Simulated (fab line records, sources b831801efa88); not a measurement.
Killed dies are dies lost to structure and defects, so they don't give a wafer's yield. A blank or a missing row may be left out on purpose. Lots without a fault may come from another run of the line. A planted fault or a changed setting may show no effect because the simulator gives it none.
fab line records | flow sky130
record lots=6 wafers=18 last_day=50
route steps=708 shown METAL4@627 VIA4@639 PAD_OPEN@708
lots that met no fault: from a run of the same line without faults
start_h: hours from the record's first day to the start of the lot's first wafer shown | wait_h: hours since the lot's step before | " the same as in the row above | L1.1+2: a row that stands for several wafers | - no value, or no start given | * or withheld: withheld | < > ~ a bound
route shown NAME@n: a module of which the file shows steps, and the number in the route of the first | usual: mean/standard deviation of fault-free wafers | same: alike in all rows | chamber/n: place in a boat | sites: the reading at each site | _std_site: their standard deviation | _edge_site: outer sites' mean less inner sites' | radius_mm: how far each site lies from the wafer's centre | mask NAME#n: copy n | behind: the tool/chamber that last shaped the wafer | hold: why the lot was held/for how many hours/how that ended | device: the transistor (n, p or np) that didn't switch | end of line: the same wafers' tests at the end of the route | a step without rows: its recipe alone | killed: dies lost to structure and defects at the first sort, not the wafer's yield | map: a wafer's dies, x killed, . not, _ none there
set.NAME: the setting as run; set.NAME@STEP: as run at that earlier step | model.NAME: the simulator's own value behind a step, which no gauge read
lots at some steps of the route; a table a step, a row a wafer
services: from which hour (start_h, from the record's first day; less than 0 if before it) a tool's chamber was out of use, for how many hours, and why
## steps
# step SKY_METAL4_PEB_11
# recipe peb_temp_c=withheld peb_time_s=withheld resist=KrF-thick
# step SKY_METAL4_DEVELOP_12
# recipe develop_time_s=60 resist=KrF-thick dev_temp_c=21
# step SKY_METAL4_CD_MEAS_13
# recipe target_cd_nm=300
# usual cd_nm=300.9/1.4
# columns lot.wafer tool chamber start_h wait_h cd_nm
L399.3 cd_sem-02 - 1034.89 - 302.5
L399.5 " - " " 303.0
L399.6 " - " " 301.3
L401.1 cd_sem-01 - 1047.49 - 300.2
L401.2 " - " " 300.6
L401.6 " - " " 301.1
L410.3 cd_sem-01 - 1107.34 - 300.0
L410.5 " - " " 299.3
L410.6 " - " " 301.0
L411.1 cd_sem-01 - 1109.09 - 298.6
L411.3 " - " " 298.1
L411.4 " - " " 299.1
L413.2 cd_sem-01 - 1119.70 - 301.1
L413.3 " - " " 299.9
L413.5 " - " " 300.3
L414.1 cd_sem-02 - 1126.39 - 298.8
L414.3 " - " " 299.0
L414.4 " - " " 299.2
# step SKY_METAL4_OVL_MEAS_14
# usual METAL4_OVL=-3/5.3
# columns lot.wafer tool chamber start_h wait_h METAL4_OVL[nm]
L399.3 overlay-02 - 1034.98 0.1 -4
L399.5 " - " " -5
L399.6 " - " " 0
L401.1 overlay-02 - 1047.61 0.1 -5
L401.2 " - " " -14
L401.6 " - " " -6
L410.3 overlay-01 - 1107.43 0.1 -3
L410.5 " - " " 3
L410.6 " - " " -12
L411.1 overlay-01 - 1109.21 0.1 -3
L411.3 " - " " -3
L411.4 " - " " 3
L413.2 overlay-01 - 1119.81 0.1 -7
L413.3 " - " " -1
L413.5 " - " " -7
L414.1 overlay-02 - 1126.51 0.1 -6
L414.3 " - " " -5
L414.4 " - " " -8
# step SKY_METAL4_DESCUM_15
# recipe chemistry=O2 source_power_w=150 bias_power_w=0 pressure_mtorr=10 temp_c=40 time_s=8
# usual drypump_motor_current_A=5.5/0.49 oes_product_au=0.996/0.0087
# columns lot.wafer tool chamber start_h wait_h drypump_motor_current_A oes_product_au rf_hours_counter_h
L399.3 rie_metal-02 0 1035.01 0.0 4.8 0.993 -
L399.5 " 0 " " 4.8 0.998 -
L399.6 " 1 " " 5.7 1.007 -
L401.1 rie_metal-01 1 1047.64 0.0 5.8 0.995 16
L401.2 " 0 " " 5.6 1.003 11
L401.6 " 0 " " 5.6 0.987 -
L410.3 rie_metal-02 1 1107.46 0.0 5.7 1.005 -
L410.5 " 0 " " 4.8 0.988 -
L410.6 " 1 " " 5.7 1.000 -
L411.1 rie_metal-01 1 1109.24 0.0 5.8 0.998 20
L411.3 " 0 " " 5.6 1.014 -
L411.4 " 1 " " 5.8 1.007 -
L413.2 rie_metal-01 1 1119.84 0.0 5.8 0.995 21
L413.3 " 1 " " 5.8 1.000 -
L413.5 " 0 " " 5.6 1.013 -
L414.1 rie_metal-03 0 1126.54 0.0 6.1 0.990 24
L414.3 " 1 " " 5.0 0.978 -
L414.4 " 0 " " 6.1 0.982 -
# step SKY_METAL4_ETCH_16
# recipe chemistry=N2/H2 target=BARC ion_energy_ev=200 bias_w=100 pressure_mtorr=30 n2_flow_sccm=100 h2_flow_sccm=200 icp_w=500 stop_on=SiO2 time_s=88.2 target_depth_a=600
# usual drypump_motor_current_A=5.5/0.49 h2_flow_sccm=200.0/0.62 oes_product_au=0.626/0.0047 throttle_valve_pct=13.205/0.0086
# columns lot.wafer tool chamber start_h wait_h drypump_motor_current_A h2_flow_sccm oes_product_au rf_hours_counter_h throttle_valve_pct
L399.3 rie_metal-02 0 1035.07 0.0 4.8 199.4 0.620 - 13.211
L399.5 " 0 " " 4.8 198.8 0.630 - 13.224
L399.6 " 1 " " 5.7 200.0 0.625 - 13.203
L401.1 rie_metal-01 1 1047.68 0.0 5.8 200.3 0.631 16 13.210
L401.2 " 0 " " 5.7 200.7 0.628 11 13.207
L401.6 " 0 " " 5.7 201.1 0.632 - 13.190
L410.3 rie_metal-02 1 1107.52 0.0 5.7 199.7 0.628 - 13.212
L410.5 " 0 " " 4.8 198.9 0.628 - 13.193
L410.6 " 1 " " 5.7 200.3 0.626 - 13.205
L411.1 rie_metal-01 1 1109.28 0.0 5.9 200.2 0.625 20 13.198
L411.3 " 0 " " 5.7 200.0 0.619 - 13.204
L411.4 " 1 " " 5.9 200.8 0.631 - 13.192
L413.2 rie_metal-01 1 1119.87 0.0 5.8 199.3 0.629 21 13.211
L413.3 " 1 " " 5.9 201.1 0.628 - 13.226
L413.5 " 0 " " 5.7 199.5 0.621 - 13.199
L414.1 rie_metal-03 0 1126.58 0.0 6.1 199.3 0.628 24 13.198
L414.3 " 1 " " 5.0 201.1 0.631 - 13.197
L414.4 " 0 " " 6.1 198.7 0.629 - 13.206
# step SKY_METAL4_ETCH_17
# recipe target=SiO2 stop_on=TiN chemistry=C4F8/O2/Ar source_w=1500 bias_w=1200 pressure_mtorr=40 c4f8_flow_sccm=withheld O2_flow_sccm=6 Ar_flow_sccm=300 time_s=3.9 target_depth_a=150
# usual oes_product_au=0.753/0.0076
# columns lot.wafer tool chamber start_h wait_h oes_product_au
L399.3 rie_diel-02 3 1035.13 0.0 0.740
L399.5 " 3 " " 0.760
L399.6 " 0 " " 0.753
L401.1 rie_diel-03 3 1047.77 0.1 0.747
L401.2 " 1 " " 0.758
L401.6 " 3 " " 0.765
L410.3 rie_diel-04 0 1107.58 0.0 0.748
L410.5 " 0 " " 0.761
L410.6 " 1 " " 0.751
L411.1 rie_diel-03 0 1109.37 0.1 0.744
L411.3 " 2 " " 0.741
L411.4 " 1 " " 0.761
L413.2 rie_diel-03 0 1119.97 0.1 0.738
L413.3 " 1 " " 0.748
L413.5 " 2 " " 0.762
L414.1 rie_diel-04 2 1126.67 0.1 0.746
L414.3 " 3 " " 0.752
L414.4 " 0 " " 0.748
# step SKY_METAL4_METAL_ETCH_18
# recipe target_depth_a=8450 stop_on=SiO2 over_etch_frac=0.3 time_s=183.1 chemistry=Cl2/BCl3 resist_sidewall_deg=88 pressure_mtorr=10 icp_w=900 bias_w=48.5 Cl2_flow_sccm=60 bcl3_flow_sccm=30
# step SKY_METAL4_STRIP_19
# recipe chemistry=O2/N2 power_w=1400 pressure_mtorr=1500 platen_temp_c=withheld o2_flow_sccm=3000 n2_flow_sccm=300 overash_fraction=0.5
# usual drypump_motor_current_A=5.82/0.24 oes_product_au=0.505/0.0055 strip_time_to_endpoint_s=6.59/0.073
# columns lot.wafer tool chamber start_h wait_h drypump_motor_current_A oes_product_au rf_hours_counter_h strip_time_to_endpoint_s
L399.3 plasma_asher-02 1 1035.36 0.1 5.72 0.510 - 6.61
L399.5 " 0 " " 6.05 0.515 - 6.60
L399.6 " 1 " " 5.71 0.493 - 6.53
L401.1 plasma_asher-04 0 1047.97 0.1 6.20 0.506 117 6.73
L401.2 " 1 " " 6.07 0.508 117 6.71
L401.6 " 1 " " 6.07 0.515 - 6.75
L410.3 plasma_asher-02 1 1107.81 0.1 5.71 0.499 - 6.54
L410.5 " 0 " " 6.08 0.505 - 6.56
L410.6 " 1 " " 5.72 0.498 - 6.58
L411.1 plasma_asher-02 1 1109.57 0.1 5.65 0.505 38 6.58
L411.3 " 0 " " 6.07 0.500 - 6.59
L411.4 " 1 " " 5.70 0.511 - 6.59
L413.2 plasma_asher-02 1 1120.16 0.1 5.72 0.503 39 6.66
L413.3 " 0 " " 6.09 0.508 - 6.61
L413.5 " 1 " " 5.69 0.505 - 6.66
L414.1 plasma_asher-02 0 1126.87 0.1 6.07 0.507 40 6.57
L414.3 " 0 " " 6.08 0.497 - 6.48
L414.4 " 1 " " 5.71 0.506 - 6.51
# step SKY_METAL4_STRIP_20
# recipe chemistry=post_etch_residue_remover time_s=1200 temp_c=72.5
# step SKY_METAL4_CLEAN_21
# recipe chemistry=IPA time_s=180 temp_c=25
# step SKY_METAL4_CLEAN_22
# recipe chemistry=O3/DIW dry=n2_spin
# step SKY_VIA4_HDPCVD_00
# recipe material=SiO2 target_thk_nm=1750 sigma_open_frac=0.3 time_s=291.7 temp_c=400 sih4_flow_sccm=60 pressure_mtorr=6
# usual sih4_flow_sccm=60.00/0.19
# columns lot.wafer tool chamber start_h wait_h sih4_flow_sccm model.SiO2_of_VIA4_HDPCVD_00.thk_nm
L399.3 hdpcvd-02 2 1035.96 0.0 59.94 1750
L399.5 " 0 " " 60.01 1728
L399.6 " 2 " " 59.89 1756
L401.1 hdpcvd-01 1 1048.64 0.0 59.85 1754
L401.2 " 2 " " 60.02 1760
L401.6 " 2 " " 60.07 1727
L410.3 hdpcvd-02 1 1108.37 0.0 59.87 1757
L410.5 " 2 " " 90.01 2639
L410.6 " 0 " " 59.53 1740
L411.1 hdpcvd-02 0 1110.18 0.0 59.70 1751
L411.3 " 2 " " 90.07 2627
L411.4 " 1 " " 60.37 1752
L413.2 hdpcvd-01 2 1120.76 0.0 59.84 1741
L413.3 " 1 " " 60.29 1753
L413.5 " 1 " " 60.10 1743
L414.1 hdpcvd-01 1 1127.47 0.0 59.85 1780
L414.3 " 0 " " 59.85 1761
L414.4 " 1 " " 59.80 1775
# step SKY_VIA4_THK_MEAS_01
# recipe reads=SiO2_of_VIA4_HDPCVD_00
# usual VIA4_HDPCVD_THK=1752/16
# columns lot.wafer tool chamber start_h wait_h VIA4_HDPCVD_THK[nm]
L399.3 film_metro-03 - 1036.16 0.1 1749
L399.5 " - " " 1726
L399.6 " - " " 1756
L401.1 film_metro-02 - 1048.82 0.1 1755
L401.2 " - " " 1760
L401.6 " - " " 1726
L410.3 film_metro-03 - 1108.57 0.1 1756
L410.5 " - " " 2639
L410.6 " - " " 1741
L411.1 film_metro-01 - 1110.36 0.1 1752
L411.3 " - " " 2627
L411.4 " - " " 1754
L413.2 film_metro-01 - 1120.95 0.1 1743
L413.3 " - " " 1752
L413.5 " - " " 1743
L414.1 film_metro-03 - 1127.65 0.1 1781
L414.3 " - " " 1761
L414.4 " - " " 1774
# step SKY_VIA4_CMP_02
# recipe material=SiO2 down_force_psi=4 platen_rpm=60 pad_velocity_m_s=0.94248
# usual motor_current_A=12.6/1.2 retaining_ring_pressure_frac=1.000/0.0049 slurry_filter_dp_kPa=13.50/0.14
# columns lot.wafer tool chamber start_h wait_h motor_current_A retaining_ring_pressure_frac slurry_filter_dp_kPa
L399.3 cmp-01 0 1036.25 0.1 14.1 1.002 13.63
L399.5 " 3 " " 11.0 1.005 13.65
L399.6 " 0 " " 14.7 1.000 13.38
L401.1 cmp-02 2 1048.88 0.1 14.4 1.001 13.56
L401.2 " 1 " " 11.8 1.004 13.43
L401.6 " 3 " " 12.0 0.998 13.68
L410.3 cmp-02 2 1108.66 0.1 14.9 1.003 13.49
L410.6 " 1 " " 11.8 1.003 13.31
L410.5 " 2 " " 14.1 1.000 13.54
L411.3 cmp-02 1 1110.47 0.1 12.3 0.995 13.66
L411.4 " 2 " " 14.7 0.993 13.31
L411.1 " 3 " " 12.0 1.003 13.48
L413.3 cmp-01 3 1121.20 0.2 11.2 1.000 13.37
L413.2 " 0 " " 14.0 1.008 13.68
L413.5 " 2 " " 10.5 1.000 13.40
L414.1 cmp-02 3 1127.71 0.1 12.3 0.987 13.50
L414.4 " 0 " " 13.2 0.995 13.50
L414.3 " 2 " " 14.2 0.996 13.63
# step SKY_PAD_OPEN_PROBE_99
# usual defect_limited_yield=82.4/1.8 killed_at_M0_to_M3=44/7.2 killed_at_M4_up=3.5/1.8 killed_at_contacts=25/5.1 killed_at_front_end=14/4.4 killed_at_other=0.4/0.58 killed_dies=87/9.1 killed_open=48/6.9 killed_short=38/6.3 sort_bin_3_pad_short=0.9/0.43 sort_bin_5_function=10.5/1.5 sort_bin_6_memory=6.3/1.1 sort_n_pass=405/9.1 sort_yield_pct=82.4/1.8
# same gross_dies=492 killed_at_back_side=0 sort_bin_4_leakage[%]=0 sort_bin_8_speed[%]=0
# columns lot.wafer tool chamber start_h wait_h defect_limited_yield[%] killed_at_M0_to_M3 killed_at_M4_up killed_at_contacts killed_at_front_end killed_at_other killed_dies killed_open killed_short sort_bin_3_pad_short[%] sort_bin_5_function[%] sort_bin_6_memory[%] sort_n_pass sort_yield_pct[%]
L413.2 prober-01 - 1195.91 0.1 79.7 56 7 26 11 0 100 51 49 1.6 12.2 6.5 392 79.7
L413.3 prober-01 - 1195.96 0.2 78.7 61 2 30 12 0 105 59 46 0.6 10.8 10.0 387 78.7
L413.5 prober-01 - 1196.06 0.2 81.1 47 3 25 18 0 93 63 30 0.4 10.8 7.7 399 81.1
# killed by level:class
L413.2 VIA1:geometric_particle:open=15 CONTACT:geometric_particle:open=9 LI_CONTACT:geometric_particle:open=8 VIA1:geometric_particle:short=8 VIA3:geometric_particle:open=8 LOCAL_INTERCONNECT:geometric_particle:short=7 METAL4:geometric_particle:short=6 VIA2:geometric_particle:short=5
L413.3 VIA1:geometric_particle:open=17 CONTACT:geometric_particle:open=12 VIA2:geometric_particle:open=10 METAL2:geometric_particle:short=7 LI_CONTACT:geometric_particle:open=6 VIA2:geometric_particle:short=6 LI_CONTACT:geometric_particle:short=5 CONTACT:geometric_particle:short=5
L413.5 CONTACT:geometric_particle:open=13 VIA1:geometric_particle:open=13 VIA3:geometric_particle:open=8 LI_CONTACT:geometric_particle:open=7 FIELD_ISO:geometric_particle:open=6 POLY_GATE:geometric_particle:open=5 POLY_GATE:geometric_particle:short=4 VIA1:geometric_particle:short=4
## services
# columns tool chamber start_h hours kind
rie_diel-04 - 1011.29 0.9 repair
plasma_asher-04 - 1013.99 21.8 repair
rie_metal-01 - 1016.30 2.8 pm
cmp-01 - 1028.15 6.8 pm
cmp-02 - 1035.08 5.7 pm
rie_diel-02 - 1039.33 0.6 repair
cmp-02 - 1041.41 0.3 repair
hdpcvd-02 - 1048.18 2.8 pm
rie_diel-02 3 1049.67 6.0 repair
plasma_asher-04 - 1055.25 9.0 pm
plasma_asher-04 0 1055.25 9.0 vent_cycle
plasma_asher-04 1 1055.25 9.0 vent_cycle
rie_diel-02 2 1055.51 132.0 repair
hdpcvd-01 - 1056.20 2.8 pm
rie_diel-02 1 1057.29 6.6 repair
hdpcvd-01 - 1064.40 1.7 repair
rie_diel-04 0 1074.72 2.0 repair
cmp-02 - 1087.81 4.0 pm
rie_metal-02 0 1091.66 8.4 repair
cmp-02 - 1091.81 - consumable_replace:conditioner
cmp-02 - 1091.81 - consumable_replace:pad
rie_diel-04 2 1094.67 14.6 repair
hdpcvd-01 0 1097.31 4.6 repair
plasma_asher-02 - 1102.10 2.7 repair
## key
first_sign step=SKY_VIA4_HDPCVD_00 reading=sih4_flow_sccm direction=up sigmas=99+ usual=60.00 struck=90.04
effect step=SKY_VIA4_THK_MEAS_01 reading=VIA4_HDPCVD_THK direction=up sigmas=55 usual=1752 struck=2633
model_effect step=SKY_VIA4_HDPCVD_00 value=SiO2_of_VIA4_HDPCVD_00.thk_nm without=1758 struck=2633
met_at SKY_VIA4_HDPCVD_00
struck_wafers L410.5,L411.3
onset_between 1035.96 1108.37
fault kind=process_parameter_drift tool=hdpcvd-02 chamber=2 onset_h=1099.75 steps=SKY_VIA4_HDPCVD_00 channel=sih4_flow_sccm offset=30 shape=step end_h=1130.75 acts_in=these_recipes_only stated=60
